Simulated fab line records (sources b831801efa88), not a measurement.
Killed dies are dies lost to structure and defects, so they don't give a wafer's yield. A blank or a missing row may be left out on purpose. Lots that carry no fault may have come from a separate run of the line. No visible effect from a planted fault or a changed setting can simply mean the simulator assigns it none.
A lot that was struck, set against a sound lot    flow sky130    35 out of 708 route steps
Sound: the wafers L811.2, L811.3, L811.6. Struck: wafers L802.1, L802.3, L802.6. The cause is given at the end.
For every step that has rows: the tool of each side, followed by ch and its chambers, followed by its first start. Under that, the readings that differ: sound wafers    struck wafers    difference of the means    sigmas: that difference in standard deviations of wafers without a fault.
alike: words and numbers the same on both sides, and readings whose means are apart by under 2 such deviations; not compared: readings that were withheld, readings missing a value for some wafer, numbers with overlapping values and no deviation given by the record, and bounds like >300 which may hide the same value.
The two part at a step that has a row with sigmas, a row that says differs or no value, or rows on one side only. Non-overlapping numbers with no deviation appear without sigmas and do not part them. A reading that every wafer of one side lacks parts them only if that side has two wafers or more.

SKY_SD_P_CD_MEAS_07: target cd 380 nm.
  struck on cd sem-02, day 28 10:53; sound on cd sem-02, day 31 05:53
  alike: cd nm
SKY_SD_P_OVL_MEAS_08:
  struck on overlay-02, day 28 11:01; sound on overlay-01, day 31 05:59
  alike: SD_P_OVL
after that, 1 step had no rows for these wafers: SKY_SD_P_IMPLANT_09.
SKY_SD_P_STRIP_10: strips in O2/N2.
  sound on plasma asher-01 ch 0,1, day 31 06:10; struck on plasma asher-04 ch 1, day 28 11:11
  alike: drypump motor current A, n2 flow sccm, oes product au, strip time to endpoint s
  not compared: rf hours counter h
SKY_SD_P_TW_MEAS_11:
  struck on film metro-04, day 28 11:17; sound on film metro-04, day 31 06:17
  alike: SD_P_TW
then, 7 steps without rows for these wafers: SKY_RES_XHIGH_DEHYDRATE_00 (time 60 s); SKY_RES_XHIGH_HMDS_01 (prime time 60 s); SKY_RES_XHIGH_COAT_02 (resist thk 1140 nm); SKY_RES_XHIGH_SOFTBAKE_03 (time 60 s); SKY_RES_XHIGH_EXPOSE_04 (exposes mask URPM, target cd 1270 nm); SKY_RES_XHIGH_PEB_05; SKY_RES_XHIGH_DEVELOP_06 (develop time 60 s).
SKY_RES_XHIGH_IMPLANT_07:
  sound on implanter-01 ch 0, day 32 09:40; struck on implanter-02 ch 0, day 29 15:40
reading        sound                          struck                        difference  sigmas
beam on s (s)  40.4 40.1 38.0                 22.8 21.9 22.0                -17.3       -9
dose ions cm2  3.593e+14 3.595e+14 3.596e+14  2.315e+14 2.31e+14 2.311e+14  -1.283e+14  -99 or more
SKY_RES_XHIGH_STRIP_08: strips in O2/N2.
  sound on plasma asher-03 ch 0,1, day 32 09:47; struck on plasma asher-02 ch 0,1, day 29 15:49
reading                       sound              struck             difference  sigmas
strip time to endpoint s (s)  14.36 14.22 14.31  14.10 14.13 14.16  -0.17       -5
  alike: drypump motor current A, n2 flow sccm, oes product au
  not compared: rf hours counter h
SKY_RES_XHIGH_TW_MEAS_09:
  struck on film metro-04, day 29 15:55; sound on film metro-02, day 32 09:54
reading       sound           struck          difference  sigmas
RES_XHIGH_TW  1656 1654 1663  1452 1465 1461  -198        -21
then, 7 steps without rows for these wafers: SKY_SD_N_DEHYDRATE_00 (time 60 s); SKY_SD_N_HMDS_01 (prime time 60 s); SKY_SD_N_COAT_02 (resist thk 1140 nm); SKY_SD_N_SOFTBAKE_03 (time 60 s); SKY_SD_N_EXPOSE_04 (exposes mask NSDM, target cd 380 nm); SKY_SD_N_PEB_05; SKY_SD_N_DEVELOP_06 (develop time 60 s).
SKY_SD_N_CD_MEAS_07: target cd 380 nm.
  struck on cd sem-02, day 30 19:46; sound on cd sem-01, day 33 12:17
  alike: cd nm
SKY_SD_N_OVL_MEAS_08:
  struck on overlay-01, day 30 19:53; sound on overlay-02, day 33 12:23
  alike: SD_N_OVL
then, 2 steps without rows for these wafers: SKY_SD_N_IMPLANT_09; SKY_SD_N_IMPLANT_10.
SKY_SD_N_STRIP_11: strips in O2/N2.
  sound on plasma asher-03 ch 0,1, day 33 12:43; struck on plasma asher-03 ch 0,1, day 30 20:13
reading                       sound              struck             difference  sigmas
strip time to endpoint s (s)  22.58 22.53 22.59  22.48 22.46 22.49  -0.09       -2
  alike: drypump motor current A, n2 flow sccm, oes product au
  not compared: rf hours counter h
SKY_SD_N_TW_MEAS_12:
  struck on film metro-02, day 30 20:19; sound on film metro-02, day 33 12:50
  alike: SD_N_TW
then, 1 step without rows for these wafers: SKY_SD_N_CLEAN_13 (cleans in SC1/SC2, time 150 s).
SKY_SD_N_RTA_14: time 2 s.
  sound on rtp anneal-01 ch 0, day 33 12:56; struck on rtp anneal-02 ch 0, day 30 20:26
  alike: lamp power pct, wafer_temp_C_max
SKY_SD_N_RS_MEAS_16: the measuring method here is four-point-probe.
  struck on film metro-02, day 30 20:36; sound on film metro-04, day 33 13:08
  alike: SD_N_RS
SKY_SD_N_RS_MEAS_17: the measuring method here is four-point-probe.
  struck on film metro-02, day 30 20:43; sound on film metro-04, day 33 13:15
  alike: SD_P_RS
SKY_SD_N_RS_MEAS_18: the measuring method here is four-point-probe.
  struck on film metro-02, day 30 20:50; sound on film metro-04, day 33 13:22
reading                sound              struck             difference  sigmas
RES_XHIGH_RS (ohm/sq)  333.0 333.1 332.8  476.3 474.3 473.5  +141.7      +99 or more
then, 1 step without rows for these wafers: SKY_SALICIDE_CLEAN_00 (cleans in HF-last, time 30 s).
-- the record jumps here: 17 days lie between the struck wafers' starts before and after (it left off in module SALICIDE and takes up again in module PAD_OPEN, whose first step shown is number 708 of the route) --
SKY_PAD_OPEN_PROBE_99:
  struck on prober-02, day 47 22:44; sound on prober-01, day 49 17:45
reading                                             sound                 struck                         difference  sigmas
model.etest.res xhigh po.line ohm um                5658 5778 5744        1.484e+04 1.458e+04 1.582e+04  +9.353e+03  
model.etest.res xhigh po.rs ohm sq                  1953 2071 2041        5242 5106 5591                 +3291       
model.etest.res xhigh po.rs ohm sq range            38.26 57.19 46.1      551.3 500.5 567.1              +492.4      
model.etest.res xhigh po.rs ohm sq rim less centre  -16.77 1.315 -0.7112  -514 -482.2 -524.4             -501        
  alike: killed_at_M0_to_M3, killed_at_M4_up, killed at contacts, killed at front end, killed at other, killed dies, killed on rim, killed open, killed short

WHERE THEY PART
Earliest at SKY_RES_XHIGH_IMPLANT_07; latest, in this record, at SKY_SD_N_RS_MEAS_18. Later steps at which nothing parts them and some readings are alike: SKY_PAD_OPEN_PROBE_99.

WHY: the cause the simulator had injected
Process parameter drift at SKY_RES_XHIGH_IMPLANT_07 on implanter-02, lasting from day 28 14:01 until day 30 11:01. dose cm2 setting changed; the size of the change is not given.
